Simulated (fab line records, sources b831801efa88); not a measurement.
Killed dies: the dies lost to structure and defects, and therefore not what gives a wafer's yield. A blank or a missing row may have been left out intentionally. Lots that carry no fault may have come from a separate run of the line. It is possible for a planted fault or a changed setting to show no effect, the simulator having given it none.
A single fault, viewed from 2 desks -- flow sky130 -- each desk has only its own numbers; what lay behind them comes last

## THE METROLOGY DESK
What the gauges read for every lot (on any tool): the sampled wafers with a number, averaged. Any lot whose mean is over 4 standard deviations away from the usual mean is out of limits and marked OUT; that distance is given in the brackets.
Columns: A = VT_ADJUST_LVTN_01_OVL at SKY_VT_ADJUST_LVTN_OVL_MEAS_18, usual 1.0 nm; B = LI_CONTACT_OVL at SKY_LI_CONTACT_OVL_MEAS_13, usual 2 nm
lot,first seen here,A,B
L215,day 7 20:51,2.4,4
L214,day 7 21:00,0.2,2
L217,day 8 11:42,0.3,-5
L218,day 8 14:30,1.1,6
L221,day 9 17:33,0.5,8
L222,day 9 23:21,1.2,-1
L223,day 10 06:22,2.2,-1
L224,day 10 09:27,1.7,5
L226,day 11 03:39,-1.0,7
L228,day 11 15:04,-0.5,7
L229,day 12 05:45,2.0,2
L233,day 13 08:00,0.3,-3
L236,day 13 23:03,2.8,-5
L237,day 14 20:30,0.8,2
Result from this desk: across the 14 lots, nothing is out of limits.

## TOOL OWNER'S DESK, implanter-02
The tool's own readings at SKY_NWELL_IMPLANT_12, given as means over the sampled wafers that have a number, one for each lot that went through this tool. Any lot whose mean is over 4 standard deviations away from the usual mean is out of limits and marked OUT; that distance is given in the brackets.
Columns: A = dose-ions-cm2 at SKY_NWELL_IMPLANT_12, usual 1.3e+12
lot,first seen here,A
L221,day 6 08:48,1.3e+12
L222,day 6 13:44,1.3e+12
L224,day 6 22:21,1.3e+12 (-35) OUT
L226,day 7 13:35,1.3e+12 (-34) OUT
This desk's finding: out of limits on L224, L226; first on L224, day 6 22:21 (dose-ions-cm2 at SKY_NWELL_IMPLANT_12). L221, L222 stayed within limits.

## ALL TOGETHER
On L224, L226, at day 6 22:21, an alarm was possible from the tool owner's desk.
The metrology desk saw nothing out of limits.
The metrology desk holds a record of L224, L226, inside its limits.
Every lot named ran SKY_NWELL_IMPLANT_12 on implanter-02.

## WHAT HAD BEEN PUT IN BY THE SIMULATOR
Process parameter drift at SKY_NWELL_IMPLANT_12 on implanter-02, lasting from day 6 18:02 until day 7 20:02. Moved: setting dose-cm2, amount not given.
Struck lots among those shown: L224, L226.
Time in hours from fault onset to the first out-of-limits reading at each desk: the tool owner's desk, 4.
